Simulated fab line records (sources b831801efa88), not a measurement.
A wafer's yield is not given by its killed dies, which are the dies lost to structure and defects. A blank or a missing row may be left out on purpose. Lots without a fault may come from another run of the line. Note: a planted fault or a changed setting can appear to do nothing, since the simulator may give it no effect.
Chamber matching + flow gf180mcu + GF_CONTACT_CMP_04 on cmp-01: 4 sister chambers
The step polishes SiO2. 4 wafers are shown with their chamber, then 7 later ones without.

WAFERS PAIRED WITH THEIR CHAMBERS
| wafer  | chamber | motorCurrentA (A) |
|--------|---------|-------------------|
| L210.2 | 0       | 12.2              |
| L211.1 | 3       | 10.6              |
| L211.6 | 2       | 13.9              |
| L216.5 | 1       | 12.7              |

WAFERS WHOSE CHAMBER IS MISSING
| wafer  | motorCurrentA (A) |
|--------|-------------------|
| L216.6 | 13.9              |
| L223.2 | 10.8              |
| L223.3 | 14.3              |
| L223.4 | 12.4              |
| L225.2 | 14.1              |
| L225.3 | 12.2              |
| L225.5 | 14.6              |

WHICH CHAMBER EACH ONE RAN IN
| wafer  | from the rows above     | in truth |
|--------|-------------------------|----------|
| L216.6 | 2                       | 2        |
| L223.2 | 3                       | 3        |
| L223.3 | 2                       | 2        |
| L223.4 | can't be placed: 0 or 1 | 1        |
| L225.2 | 2                       | 2        |
| L225.3 | can't be placed: 0 or 1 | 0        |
| L225.5 | 2                       | 2        |
5 of 7 placed correctly. Cannot be placed on the basis of these rows: 2; the candidates contain the true chamber in 2. Wrongly placed: 0.
How it was worked out, from the rows above alone: a wafer's distance from a chamber is the root of the sum, over the readings, of the square of ((its reading less the chamber's mean) divided by the reading's scatter). The wafer belongs to the nearest chamber; if the next one is less than 2 further off, it can't be placed. Each chamber's mean is taken over the wafers shown for it. The scatter (one wafer shown for each chamber): square how far every hidden wafer sits from the nearest shown wafer, average those squares and take the square root.
